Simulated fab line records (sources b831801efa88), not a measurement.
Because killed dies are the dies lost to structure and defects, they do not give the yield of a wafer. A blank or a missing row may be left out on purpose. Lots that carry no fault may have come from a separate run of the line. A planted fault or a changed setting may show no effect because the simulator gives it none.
Matching of chambers | flow sky130 | cmp-02 running SKY_FIELD_ISO_CMP_27: 4 sister chambers
The step polishes, stops on Si3N4, t overpolish 16 s, target thk 457.8 nm. 16 wafers are shown with their chamber, then 8 later ones without.

WAFERS, EACH WITH ITS CHAMBER
wafer  | chamber | timeToEndpointS (s) | motorCurrentA (A) | overpolishRunS (s)
L195.1 | 0       | 110                 | 11.7              | 15.997
L195.2 | 1       | 110                 | 11.6              | 15.995
L195.5 | 2       | 99                  | 12.7              | 16.006
L205.1 | 1       | 114                 | 11.2              | 16.013
L205.5 | 2       | 101                 | 12.9              | 15.993
L205.6 | 3       | 105                 | 11.3              | 15.997
L208.3 | 2       | 98                  | 12.8              | 15.994
L208.5 | 1       | 109                 | 11.3              | 16.002
L208.6 | 2       | 100                 | 12.9              | 15.989
L209.1 | 1       | 111                 | 11.4              | 16.008
L209.5 | 1       | 112                 | 11.7              | 15.988
L209.6 | 2       | 99                  | 13.4              | 15.992
L210.1 | 2       | 99                  | 12.8              | 15.995
L210.2 | 0       | 108                 | 11.5              | 15.991
L210.6 | 3       | 106                 | 12.0              | 15.989
L211.1 | 3       | 103                 | 12.0              | 15.996

SIGNATURES, as means of the wafers listed above
reading         | chamber 0 | chamber 1 | chamber 2 | chamber 3 | scatter within a chamber
timeToEndpointS | 109.00    | 111.20    | 99.33     | 104.67    | 1.49
motorCurrentA   | 11.600    | 11.440    | 12.917    | 11.767    | 0.263
overpolishRunS  | 15.99400  | 16.00120  | 15.99483  | 15.99400  | 0.00722
Rule: a wafer lies at a distance from a chamber equal to the root of the sum of squares, over the readings, of (its reading less the chamber's mean, divided by the reading's scatter). The wafer belongs to the nearest chamber; if the next one is less than 2 further off, it can't be placed. The scatter: take each reading less its chamber's mean, square it, sum over the shown wafers, divide by the number of wafers less the number of chambers, and take the root.

WAFERS WITHOUT THEIR CHAMBER
wafer  | timeToEndpointS (s) | motorCurrentA (A) | overpolishRunS (s)
L211.2 | 102                 | 12.4              | 15.997
L211.4 | 114                 | 11.7              | 16.001
L212.1 | 109                 | 12.1              | 15.996
L212.3 | 111                 | 11.8              | 16.006
L212.4 | 103                 | 13.0              | 15.997
L213.1 | 110                 | 11.7              | 16.004
L213.5 | 101                 | 13.1              | 16.009
L213.6 | 107                 | 12.4              | 16.011

WHICH CHAMBER EACH ONE RAN IN
wafer  | from the rows above          | in truth
L211.2 | can't be placed: 2 or 3      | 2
L211.4 | can't be placed: 1 or 0      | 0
L212.1 | can't be placed: 0 or 1 or 3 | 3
L212.3 | can't be placed: 1 or 0      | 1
L212.4 | 2                            | 2
L213.1 | can't be placed: 1 or 0      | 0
L213.5 | 2                            | 2
L213.6 | can't be placed: 3 or 0 or 1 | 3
2 of 8 placed correctly. Can't be placed from these rows: 6 (the true chamber is among the candidates in 6). Placed wrongly: 0.
